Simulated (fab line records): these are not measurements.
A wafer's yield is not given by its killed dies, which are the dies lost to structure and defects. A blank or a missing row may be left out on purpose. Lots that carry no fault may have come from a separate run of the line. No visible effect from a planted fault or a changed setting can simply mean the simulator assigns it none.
Which tool was responsible? ; flow sfqLine ; 41 wafers from 14 lots sampled at 5 of the route's 325 steps

## WHAT EACH GAUGE READ, for each wafer
SFQ_M2_RS_MEAS_914: measures by four-point-probe. Usual: M2_NB_RS typically reads 0.896 ohm/sq, with standard deviation 0.0097.
lot;measured;on;M2_NB_RS (ohm/sq);flag
L662;day 17 19:50;filmMetro-01;0.903 0.908 0.897;
L664;day 18 04:14;filmMetro-01;0.892 0.901 0.889;
L665;day 18 09:40;filmMetro-03;0.884 0.893 0.900;
L667;day 19 03:50;filmMetro-01;0.882 0.884 0.894;
L669;day 19 19:23;filmMetro-02;0.884 0.896 0.890;
L670;day 19 21:47;filmMetro-03;0.895 0.895 0.895;
L671;day 20 13:23;filmMetro-02;0.906 0.885 0.899;
L672;day 20 20:34;filmMetro-01;0.902 0.901 0.900;
L673;day 21 12:38;filmMetro-03;0.898 0.898 0.884;
L676;day 22 12:41;filmMetro-03;0.901 0.894 0.892;
L678;day 23 23:55;filmMetro-02;1.223 1.211;OFF
L681;day 25 05:30;filmMetro-01;1.218 0.898 0.897;OFF
L682;day 25 07:53;filmMetro-03;0.885 0.893 0.890;
L684;day 26 06:26;filmMetro-03;0.919 0.897 0.914;

SFQ_M7_RS_MEAS_943: measures by four-point-probe. Usual: M7_NB_RS typically reads 0.889 ohm/sq, with standard deviation 0.0079.
lot;measured;on;M7_NB_RS (ohm/sq);flag
L662;day 72 03:31;filmMetro-04;0.889 0.898 0.892;
L664;day 76 03:40;filmMetro-01;0.900 0.893 0.897;
L665;day 76 09:28;filmMetro-04;0.871 0.885 0.882;
L667;day 76 17:08;filmMetro-01;0.889 0.900 0.900;
L669;day 76 20:32;filmMetro-02;0.887 0.885 0.893;
L670;day 77 01:56;filmMetro-04;0.896 0.898 0.899;
L671;day 80 20:28;filmMetro-01;0.892 0.889 0.886;
L672;day 81 00:03;filmMetro-01;0.888 0.891 0.891;
L673;day 81 04:51;filmMetro-02;0.892 0.898 0.897;
L676;day 81 23:08;filmMetro-01;0.901 0.904 0.899;
L678;day 82 08:43;filmMetro-01;0.891 0.886;
L681;day 84 07:39;filmMetro-02;0.897 0.899 0.894;
L682;day 85 08:18;filmMetro-04;0.873 0.888 0.870;
L684;day 85 21:32;filmMetro-02;0.890 0.889 0.891;

## TOOL THAT RAN EACH LOT (tool first, then ch and the chambers of the sampled wafers, then the start)
lot;SFQ_TRILAYER_M2_DEP_SPUTTER_055;SFQ_TRILAYER_M2_ETCH_METAL_ETCH_060;SFQ_TRILAYER_I4_DEP_PECVD_099
L662;pvdSputter-06, day 17 19:44;rieMetal-04 ch 0,1, day 23 04:54;pecvd-03 ch 0,1, day 44 21:22
L664;pvdSputter-06, day 18 04:09;rieMetal-04 ch 0,1, day 23 16:54;pecvd-02 ch 1,2, day 44 23:46
L665;pvdSputter-05, day 18 09:32;rieMetal-04 ch 0,1, day 24 00:08;pecvd-03 ch 0,1, day 45 00:58
L667;pvdSputter-04, day 19 03:43;rieMetal-02 ch 0,1, day 24 22:58;pecvd-01 ch 0,1,2, day 45 16:42
L669;pvdSputter-05, day 19 19:17;rieMetal-02 ch 0,1, day 25 18:26;pecvd-01 ch 0,2, day 46 05:09
L670;pvdSputter-04, day 19 21:41;rieMetal-03 ch 0,1, day 25 19:38;pecvd-03 ch 1,2, day 46 07:33
L671;pvdSputter-05, day 20 13:17;rieMetal-04 ch 0,1, day 26 11:14;pecvd-01 ch 0,2, day 46 21:19
L672;pvdSputter-06, day 20 20:29;rieMetal-04 ch 0,1, day 26 20:50;pecvd-03 ch 0,2, day 47 03:11
L673;pvdSputter-04, day 21 12:32;rieMetal-03 ch 0,1, day 27 12:34;pecvd-03 ch 0,2, day 47 11:45
L676;pvdSputter-04, day 22 12:34;rieMetal-02 ch 0,1, day 28 17:59;pecvd-03 ch 1,2, day 48 15:11
L678;pvdSputter-06, day 23 23:48;rieMetal-03 ch 0,1, day 30 02:35;pecvd-01 ch 0,2, day 54 16:43
L681;pvdSputter-06, day 25 05:23;rieMetal-04 ch 0,1, day 31 12:55;pecvd-03 ch 1,2, day 55 07:02
L682;pvdSputter-05, day 25 07:47;rieMetal-03 ch 0,1, day 31 14:07;pecvd-01 ch 0,1,2, day 56 12:14
L684;pvdSputter-04, day 26 06:19;rieMetal-03 ch 0,1, day 32 23:55;pecvd-02 ch 0,1,2, day 57 08:45
- SFQ_TRILAYER_M2_DEP_SPUTTER_055: material Nb, target thk 200 nm, time 133.3 s.
- SFQ_TRILAYER_M2_ETCH_METAL_ETCH_060: etches Nb in Cl2/Ar, stops on SiO2, target depth 240 nm, time 120 s.
- SFQ_TRILAYER_I4_DEP_PECVD_099: deposits SiO2 from SiH4/N2O, time 111.11 s, target thk 500 nm.

## WHAT THE TOOLS THEMSELVES READ (means of the sampled wafers that have a number; where no wafer has one, the mark that the record gives instead)
SFQ_TRILAYER_M2_DEP_SPUTTER_055. Usual: throttleValvePct at 30.1 %, with a standard deviation of 1.1.
lot;tool;throttleValvePct (%);flag
L662;pvdSputter-06;29.3;
L664;pvdSputter-06;30.3;
L665;pvdSputter-05;29.8;
L667;pvdSputter-04;30.5;
L669;pvdSputter-05;30.4;
L670;pvdSputter-04;30.4;
L671;pvdSputter-05;28.9;
L672;pvdSputter-06;30.1;
L673;pvdSputter-04;30.4;
L676;pvdSputter-04;30.1;
L678;pvdSputter-06;29.5;
L681;pvdSputter-06;28.8;
L682;pvdSputter-05;28.8;
L684;pvdSputter-04;30.4;

SFQ_TRILAYER_M2_ETCH_METAL_ETCH_060. Usual: biasW 80.02 W, standard deviation 0.26; chamberPressureMTorr 9.999 mTorr, standard deviation 0.0082; drypumpMotorCurrentA 5.91 A, standard deviation 0.26; oesProductAu 0.891 a.u., standard deviation 0.0069.
lot;tool;biasW (W);chamberPressureMTorr (mTorr);drypumpMotorCurrentA (A);oesProductAu (a.u.);flag
L662;rieMetal-04;80.33;9.989;5.91;0.888;
L664;rieMetal-04;79.71;10.004;5.89;0.890;
L665;rieMetal-04;80.05;9.996;6.01;0.894;
L667;rieMetal-02;80.08;9.988;5.74;0.900;
L669;rieMetal-02;80.24;10.010;6.02;0.894;
L670;rieMetal-03;80.36;9.995;5.85;0.890;
L671;rieMetal-04;80.21;9.998;5.90;0.885;
L672;rieMetal-04;79.92;9.998;5.91;0.890;
L673;rieMetal-03;80.20;10.000;5.76;0.895;
L676;rieMetal-02;79.84;9.993;5.75;0.895;
L678;rieMetal-03;79.64;9.988;5.80;0.758;OFF
L681;rieMetal-04;80.16;10.002;6.04;0.843;OFF
L682;rieMetal-03;79.85;9.999;5.78;0.896;
L684;rieMetal-03;79.76;10.004;5.84;0.885;

SFQ_TRILAYER_I4_DEP_PECVD_099. Usual: heaterPowerW 89 W, standard deviation 15; throttleValvePct 24.5 %, standard deviation 1.7.
lot;tool;heaterPowerW (W);throttleValvePct (%);flag
L662;pecvd-03;74;25.2;
L664;pecvd-02;100;23.8;
L665;pecvd-03;77;25.1;
L667;pecvd-01;97;23.9;
L669;pecvd-01;82;23.9;
L670;pecvd-03;76;25.0;
L671;pecvd-01;87;24.3;
L672;pecvd-03;88;26.7;
L673;pecvd-03;78;27.0;
L676;pecvd-03;85;25.7;
L678;pecvd-01;84;24.1;
L681;pecvd-03;76;25.1;
L682;pecvd-01;98;22.3;
L684;pecvd-02;99;23.6;

## THE ANSWER, worked out from the rows above alone
Rule: a lot is off if the mean of its wafers that have a number lies more than 3 standard deviations from the usual mean. A lot without any number at a reading at which 4 lots or more have one is off too. Where the step has rows for the other lots, those lots are counted as sound. Order of review: gauges by route order, followed by the tools' own readings, for which a lot's mean as printed above is used. At the first step where some lot is off, the reading lying furthest off is the one used; lots without a number count as furthest.
Off: L678, L681, seen at SFQ_M2_RS_MEAS_914 (M2_NB_RS).
If a tool, at a process step before that reading, ran all the lots that are off and no sound lot after the first of them, it fits. The gauges at SFQ_M2_RS_MEAS_914 aren't tried: what is off there is off at SFQ_TRILAYER_M2_ETCH_METAL_ETCH_060 too, on other tools, and a gauge's error can't cause that. One fits: SFQ_TRILAYER_M2_DEP_SPUTTER_055 on pvdSputter-06. Its last sound lot is L672 (day 20 20:29), its first lot that is off L678 (day 23 23:48): a fault that began between those two fits.

## WHAT THE SIMULATOR HAD INSERTED
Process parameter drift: pvdSputter-06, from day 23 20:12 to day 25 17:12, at SFQ_TRILAYER_M2_DEP_SPUTTER_055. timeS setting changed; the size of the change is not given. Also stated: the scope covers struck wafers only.
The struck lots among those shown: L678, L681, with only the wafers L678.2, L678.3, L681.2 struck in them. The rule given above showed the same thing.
